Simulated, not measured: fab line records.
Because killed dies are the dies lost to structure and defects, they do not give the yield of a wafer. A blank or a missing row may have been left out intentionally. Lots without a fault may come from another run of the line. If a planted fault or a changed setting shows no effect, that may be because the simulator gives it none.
The tool behind it: which one? :: flow gf180mcu :: Sampling: 11 lots, 33 wafers, 6 of 602 route steps

== WHAT THE GAUGES READ, wafer by wafer ==
GF_HV_LDD_THK_MEAS_55. Usual: for HV_LDD_CVD_54_THK the level is 9.97 nm and the standard deviation is 0.13.
lot: L969
measured: day 12 09:31
on: filmMetro-03
HV_LDD_CVD_54_THK (nm): 10.00 10.10 10.09
flag: 

lot: L970
measured: day 12 16:49
on: filmMetro-01
HV_LDD_CVD_54_THK (nm): 9.98 10.00 9.92
flag: 

lot: L973
measured: day 13 19:22
on: filmMetro-01
HV_LDD_CVD_54_THK (nm): 10.04 9.96 10.03
flag: 

lot: L976
measured: day 14 17:56
on: filmMetro-03
HV_LDD_CVD_54_THK (nm): 9.87 9.82 9.88
flag: 

lot: L978
measured: day 15 11:52
on: filmMetro-01
HV_LDD_CVD_54_THK (nm): 9.89 9.91 10.04
flag: 

lot: L980
measured: day 16 03:19
on: filmMetro-01
HV_LDD_CVD_54_THK (nm): 10.02 10.07 9.97
flag: 

lot: L982
measured: day 16 19:14
on: filmMetro-03
HV_LDD_CVD_54_THK (nm): 9.89 9.72 9.77
flag: 

lot: L983
measured: day 17 11:17
on: filmMetro-01
HV_LDD_CVD_54_THK (nm): 9.80 9.78 9.75
flag: 

lot: L985
measured: day 17 17:58
on: filmMetro-03
HV_LDD_CVD_54_THK (nm): 9.96 9.99 10.00
flag: 

lot: L992
measured: day 20 00:22
on: filmMetro-02
HV_LDD_CVD_54_THK (nm): 10.00 10.00 9.94
flag: 

lot: L991
measured: day 20 05:43
on: filmMetro-03
HV_LDD_CVD_54_THK (nm): 10.10 10.00 10.04
flag: 

GF_HV_LDD_THK_MEAS_57. Usual: for HV_LDD_CVD_56_THK the level is 89.6 nm and the standard deviation is 1.1.
lot: L969
measured: day 12 11:00
on: filmMetro-02
HV_LDD_CVD_56_THK (nm): 90.0 90.8 89.9
flag: 

lot: L970
measured: day 12 19:01
on: filmMetro-01
HV_LDD_CVD_56_THK (nm): 89.5 89.2 89.3
flag: 

lot: L973
measured: day 13 20:51
on: filmMetro-01
HV_LDD_CVD_56_THK (nm): 90.4 89.7 90.9
flag: 

lot: L976
measured: day 14 19:26
on: filmMetro-03
HV_LDD_CVD_56_THK (nm): 90.1 91.0 90.9
flag: 

lot: L978
measured: day 15 13:22
on: filmMetro-02
HV_LDD_CVD_56_THK (nm): 88.7 89.0 88.6
flag: 

lot: L980
measured: day 16 04:48
on: filmMetro-01
HV_LDD_CVD_56_THK (nm): 88.5 87.8 88.4
flag: 

lot: L982
measured: day 16 20:44
on: filmMetro-01
HV_LDD_CVD_56_THK (nm): 91.5 90.9 90.7
flag: 

lot: L983
measured: day 17 12:47
on: filmMetro-03
HV_LDD_CVD_56_THK (nm): 88.6 89.1 89.4
flag: 

lot: L985
measured: day 17 19:27
on: filmMetro-01
HV_LDD_CVD_56_THK (nm): 88.2 88.9 89.5
flag: 

lot: L992
measured: day 20 01:51
on: filmMetro-03
HV_LDD_CVD_56_THK (nm): 71.2 71.9 71.9
flag: OFF

lot: L991
measured: day 20 07:12
on: filmMetro-02
HV_LDD_CVD_56_THK (nm): 72.2 72.5 72.7
flag: OFF

GF_NSD_OVL_MEAS_08. Usual: for NSD_OVL the level is -0.5 nm and the standard deviation is 1.1.
lot: L969
measured: day 13 07:31
on: overlay-01
NSD_OVL (nm): 2.0 -0.7 0.4
flag: 

lot: L970
measured: day 13 15:15
on: overlay-01
NSD_OVL (nm): 0.0 0.0 0.6
flag: 

lot: L973
measured: day 14 16:49
on: overlay-01
NSD_OVL (nm): 1.4 1.1 3.4
flag: 

lot: L976
measured: day 15 16:42
on: overlay-02
NSD_OVL (nm): 1.4 0.4 -1.6
flag: 

lot: L978
measured: day 16 11:50
on: overlay-01
NSD_OVL (nm): 0.9 -1.4 -0.2
flag: 

lot: L980
measured: day 17 03:03
on: overlay-01
NSD_OVL (nm): -0.4 1.3 0.1
flag: 

lot: L982
measured: day 17 20:05
on: overlay-01
NSD_OVL (nm): -1.4 -0.7 -0.8
flag: 

lot: L983
measured: day 18 12:40
on: overlay-02
NSD_OVL (nm): -1.2 0.0 0.1
flag: 

lot: L985
measured: day 18 18:56
on: overlay-01
NSD_OVL (nm): -1.0 0.5 -0.9
flag: 

lot: L992
measured: day 21 01:53
on: overlay-01
NSD_OVL (nm): -1.5 -0.9 -0.1
flag: 

lot: L991
measured: day 21 07:10
on: overlay-01
NSD_OVL (nm): -1.0 -1.0 -0.6
flag: 

== TOOL THAT RAN EACH LOT (tool first, then ch and the chambers of the sampled wafers, then the start) ==
lot: L969
GF_HV_LDD_RTA_52: rtpAnneal-01 ch 0, day 12 08:19
GF_HV_LDD_CVD_56: lpcvd-02 ch 0, day 12 09:34
GF_HV_LDD_ETCHBACK_58: rieDiel-03 ch 0,2,3, day 12 11:02

lot: L970
GF_HV_LDD_RTA_52: rtpAnneal-01 ch 0, day 12 15:37
GF_HV_LDD_CVD_56: lpcvd-01 ch 1, day 12 16:52
GF_HV_LDD_ETCHBACK_58: rieDiel-04 ch 0,3, day 12 19:05

lot: L973
GF_HV_LDD_RTA_52: rtpAnneal-01 ch 0, day 13 18:10
GF_HV_LDD_CVD_56: lpcvd-02 ch 1, day 13 19:25
GF_HV_LDD_ETCHBACK_58: rieDiel-01 ch 2,3, day 13 20:53

lot: L976
GF_HV_LDD_RTA_52: rtpAnneal-01 ch 0, day 14 15:28
GF_HV_LDD_CVD_56: lpcvd-02 ch 1, day 14 17:59
GF_HV_LDD_ETCHBACK_58: rieDiel-03 ch 0,2,3, day 14 19:29

lot: L978
GF_HV_LDD_RTA_52: rtpAnneal-01 ch 0, day 15 10:10
GF_HV_LDD_CVD_56: lpcvd-01 ch 1, day 15 11:56
GF_HV_LDD_ETCHBACK_58: rieDiel-03 ch 1,2,3, day 15 13:25

lot: L980
GF_HV_LDD_RTA_52: rtpAnneal-01 ch 0, day 16 02:07
GF_HV_LDD_CVD_56: lpcvd-01 ch 1, day 16 03:22
GF_HV_LDD_ETCHBACK_58: rieDiel-03 ch 0,2, day 16 04:52

lot: L982
GF_HV_LDD_RTA_52: rtpAnneal-01 ch 0, day 16 18:02
GF_HV_LDD_CVD_56: lpcvd-02 ch 1, day 16 19:18
GF_HV_LDD_ETCHBACK_58: rieDiel-01 ch 1,2,3, day 16 20:47

lot: L983
GF_HV_LDD_RTA_52: rtpAnneal-01 ch 0, day 17 10:05
GF_HV_LDD_CVD_56: lpcvd-02 ch 0, day 17 11:20
GF_HV_LDD_ETCHBACK_58: rieDiel-03 ch 0,3, day 17 12:50

lot: L985
GF_HV_LDD_RTA_52: rtpAnneal-02 ch 0, day 17 16:45
GF_HV_LDD_CVD_56: lpcvd-01 ch 1, day 17 18:01
GF_HV_LDD_ETCHBACK_58: rieDiel-01 ch 1,2,3, day 17 19:31

lot: L992
GF_HV_LDD_RTA_52: rtpAnneal-02 ch 0, day 19 23:09
GF_HV_LDD_CVD_56: lpcvd-02 ch 0, day 20 00:25
GF_HV_LDD_ETCHBACK_58: rieDiel-04 ch 1,2, day 20 01:55

lot: L991
GF_HV_LDD_RTA_52: rtpAnneal-02 ch 0, day 20 04:30
GF_HV_LDD_CVD_56: lpcvd-02 ch 1, day 20 05:46
GF_HV_LDD_ETCHBACK_58: rieDiel-04 ch 2,3, day 20 07:16
- GF_HV_LDD_RTA_52: time 10 s.
- GF_HV_LDD_CVD_56: deposits Si3N4 from DCS/NH3, target thk 90 nm, time 1543 s.
- GF_HV_LDD_ETCHBACK_58: etches Si3N4 in CH3F/O2, stops on SiO2, time 100 s, target depth 90 nm.

== WHAT THE TOOLS THEMSELVES READ (means of the sampled wafers that have a number; where no wafer has one, the mark that the record gives instead) ==
GF_HV_LDD_RTA_52. Usual: annealTempCMax 1006.2, standard deviation 1.3; lampPowerPct 34 %, standard deviation 4; wafer_temp_C_max 1005.3, standard deviation 1.2.
lot: L969
tool: rtpAnneal-01
annealTempCMax: 1006.8
lampPowerPct (%): 30
wafer_temp_C_max: 1005.7
flag: 

lot: L970
tool: rtpAnneal-01
annealTempCMax: 1006.4
lampPowerPct (%): 30
wafer_temp_C_max: 1005.7
flag: 

lot: L973
tool: rtpAnneal-01
annealTempCMax: 1007.4
lampPowerPct (%): 30
wafer_temp_C_max: 1005.2
flag: 

lot: L976
tool: rtpAnneal-01
annealTempCMax: 1006.9
lampPowerPct (%): 30
wafer_temp_C_max: 1006.1
flag: 

lot: L978
tool: rtpAnneal-01
annealTempCMax: 1006.8
lampPowerPct (%): 30
wafer_temp_C_max: 1005.6
flag: 

lot: L980
tool: rtpAnneal-01
annealTempCMax: 1007.5
lampPowerPct (%): 30
wafer_temp_C_max: 1005.9
flag: 

lot: L982
tool: rtpAnneal-01
annealTempCMax: 1007.3
lampPowerPct (%): 30
wafer_temp_C_max: 1004.6
flag: 

lot: L983
tool: rtpAnneal-01
annealTempCMax: 1006.4
lampPowerPct (%): 30
wafer_temp_C_max: 1004.7
flag: 

lot: L985
tool: rtpAnneal-02
annealTempCMax: 1005.0
lampPowerPct (%): 38
wafer_temp_C_max: 1005.4
flag: 

lot: L992
tool: rtpAnneal-02
annealTempCMax: 1005.1
lampPowerPct (%): 38
wafer_temp_C_max: 1004.6
flag: 

lot: L991
tool: rtpAnneal-02
annealTempCMax: 1005.4
lampPowerPct (%): 38
wafer_temp_C_max: 1003.7
flag: 

GF_HV_LDD_CVD_56. Usual: value, then standard deviation, for each; pressureMtorr 249.9 mTorr / 0.54; spikeTcBottomC 786.5 C / 2.2; spikeTcCentreC 770.2 C / 1.4; spikeTcLowerC 769.6 C / 1.4; spikeTcTopC 785 C / 3.4; spikeTcUpperC 770.8 C / 1.2; susceptorTempC 770.0 C / 0.33.
lot: L969
tool: lpcvd-02
pressureMtorr (mTorr): 250.5
spikeTcBottomC (C): 788.5
spikeTcCentreC (C): 769.8
spikeTcLowerC (C): 770.6
spikeTcTopC (C): 785
spikeTcUpperC (C): 771.7
susceptorTempC (C): 769.9
flag: 

lot: L970
tool: lpcvd-01
pressureMtorr (mTorr): 250.2
spikeTcBottomC (C): 786.4
spikeTcCentreC (C): 771.6
spikeTcLowerC (C): 770.9
spikeTcTopC (C): 783
spikeTcUpperC (C): 769.8
susceptorTempC (C): 769.6
flag: 

lot: L973
tool: lpcvd-02
pressureMtorr (mTorr): 249.9
spikeTcBottomC (C): 784.7
spikeTcCentreC (C): 769.5
spikeTcLowerC (C): 769.2
spikeTcTopC (C): 791
spikeTcUpperC (C): 770.6
susceptorTempC (C): 770.1
flag: 

lot: L976
tool: lpcvd-02
pressureMtorr (mTorr): 249.8
spikeTcBottomC (C): 784.7
spikeTcCentreC (C): 769.2
spikeTcLowerC (C): 768.4
spikeTcTopC (C): 790
spikeTcUpperC (C): 770.3
susceptorTempC (C): 770.0
flag: 

lot: L978
tool: lpcvd-01
pressureMtorr (mTorr): 249.3
spikeTcBottomC (C): 785.1
spikeTcCentreC (C): 771.2
spikeTcLowerC (C): 769.4
spikeTcTopC (C): 784
spikeTcUpperC (C): 771.4
susceptorTempC (C): 770.0
flag: 

lot: L980
tool: lpcvd-01
pressureMtorr (mTorr): 249.9
spikeTcBottomC (C): 786.0
spikeTcCentreC (C): 771.2
spikeTcLowerC (C): 770.7
spikeTcTopC (C): 783
spikeTcUpperC (C): 771.2
susceptorTempC (C): 769.6
flag: 

lot: L982
tool: lpcvd-02
pressureMtorr (mTorr): 249.4
spikeTcBottomC (C): 783.5
spikeTcCentreC (C): 769.0
spikeTcLowerC (C): 768.8
spikeTcTopC (C): 790
spikeTcUpperC (C): 770.9
susceptorTempC (C): 770.5
flag: 

lot: L983
tool: lpcvd-02
pressureMtorr (mTorr): 249.6
spikeTcBottomC (C): 788.6
spikeTcCentreC (C): 769.8
spikeTcLowerC (C): 771.3
spikeTcTopC (C): 785
spikeTcUpperC (C): 772.0
susceptorTempC (C): 770.2
flag: 

lot: L985
tool: lpcvd-01
pressureMtorr (mTorr): 249.7
spikeTcBottomC (C): 786.1
spikeTcCentreC (C): 772.0
spikeTcLowerC (C): 770.3
spikeTcTopC (C): 783
spikeTcUpperC (C): 771.1
susceptorTempC (C): 770.2
flag: 

lot: L992
tool: lpcvd-02
pressureMtorr (mTorr): 249.2
spikeTcBottomC (C): 777.9
spikeTcCentreC (C): 758.2
spikeTcLowerC (C): 758.2
spikeTcTopC (C): 773
spikeTcUpperC (C): 760.5
susceptorTempC (C): 758.9
flag: OFF

lot: L991
tool: lpcvd-02
pressureMtorr (mTorr): 250.0
spikeTcBottomC (C): 773.4
spikeTcCentreC (C): 758.4
spikeTcLowerC (C): 758.0
spikeTcTopC (C): 779
spikeTcUpperC (C): 759.6
susceptorTempC (C): 758.4
flag: OFF

GF_HV_LDD_ETCHBACK_58. Usual: drypumpMotorCurrentA 5.7 A, standard deviation 0.31; oesProductAu 0.841 a.u., standard deviation 0.007; throttleValvePct 10.561 %, standard deviation 0.0092.
lot: L969
tool: rieDiel-03
drypumpMotorCurrentA (A): 5.7
oesProductAu (a.u.): 0.849
throttleValvePct (%): 10.567
flag: 

lot: L970
tool: rieDiel-04
drypumpMotorCurrentA (A): 5.9
oesProductAu (a.u.): 0.844
throttleValvePct (%): 10.559
flag: 

lot: L973
tool: rieDiel-01
drypumpMotorCurrentA (A): 5.6
oesProductAu (a.u.): 0.848
throttleValvePct (%): 10.555
flag: 

lot: L976
tool: rieDiel-03
drypumpMotorCurrentA (A): 5.7
oesProductAu (a.u.): 0.852
throttleValvePct (%): 10.562
flag: 

lot: L978
tool: rieDiel-03
drypumpMotorCurrentA (A): 5.6
oesProductAu (a.u.): 0.837
throttleValvePct (%): 10.571
flag: 

lot: L980
tool: rieDiel-03
drypumpMotorCurrentA (A): 5.9
oesProductAu (a.u.): 0.838
throttleValvePct (%): 10.556
flag: 

lot: L982
tool: rieDiel-01
drypumpMotorCurrentA (A): 5.6
oesProductAu (a.u.): 0.845
throttleValvePct (%): 10.566
flag: 

lot: L983
tool: rieDiel-03
drypumpMotorCurrentA (A): 5.6
oesProductAu (a.u.): 0.835
throttleValvePct (%): 10.566
flag: 

lot: L985
tool: rieDiel-01
drypumpMotorCurrentA (A): 5.6
oesProductAu (a.u.): 0.834
throttleValvePct (%): 10.559
flag: 

lot: L992
tool: rieDiel-04
drypumpMotorCurrentA (A): 5.9
oesProductAu (a.u.): 0.746
throttleValvePct (%): 10.546
flag: OFF

lot: L991
tool: rieDiel-04
drypumpMotorCurrentA (A): 5.6
oesProductAu (a.u.): 0.749
throttleValvePct (%): 10.550
flag: OFF

== THE ANSWER, worked out from the rows above alone ==
Rule: a lot counts as off when the mean over its wafers that have a number is more than 3 standard deviations away from the usual mean. A lot without any number at a reading at which 4 lots or more have one is off too. Any other lot the step has rows for is counted as sound. After the gauges, taken in route order, come the tools' own readings; for these a lot's mean is taken, as printed above. At the first step where some lot is off, the reading lying furthest off is the one used; lots without a number count as furthest.
Off: at GF_HV_LDD_THK_MEAS_57 (HV_LDD_CVD_56_THK), L992, L991.
A tool fits if, at a process step before that reading, it ran every lot that is off, and no sound lot after the first of them. The gauges at GF_HV_LDD_THK_MEAS_57 aren't tried: what is off there is off at GF_HV_LDD_CVD_56 too, on other tools, and a gauge's error can't cause that. This does not decide it: 2 tools fit, namely rtpAnneal-02 at GF_HV_LDD_RTA_52 and lpcvd-02 at GF_HV_LDD_CVD_56.

== WHAT WAS PUT IN BY THE SIMULATOR ==
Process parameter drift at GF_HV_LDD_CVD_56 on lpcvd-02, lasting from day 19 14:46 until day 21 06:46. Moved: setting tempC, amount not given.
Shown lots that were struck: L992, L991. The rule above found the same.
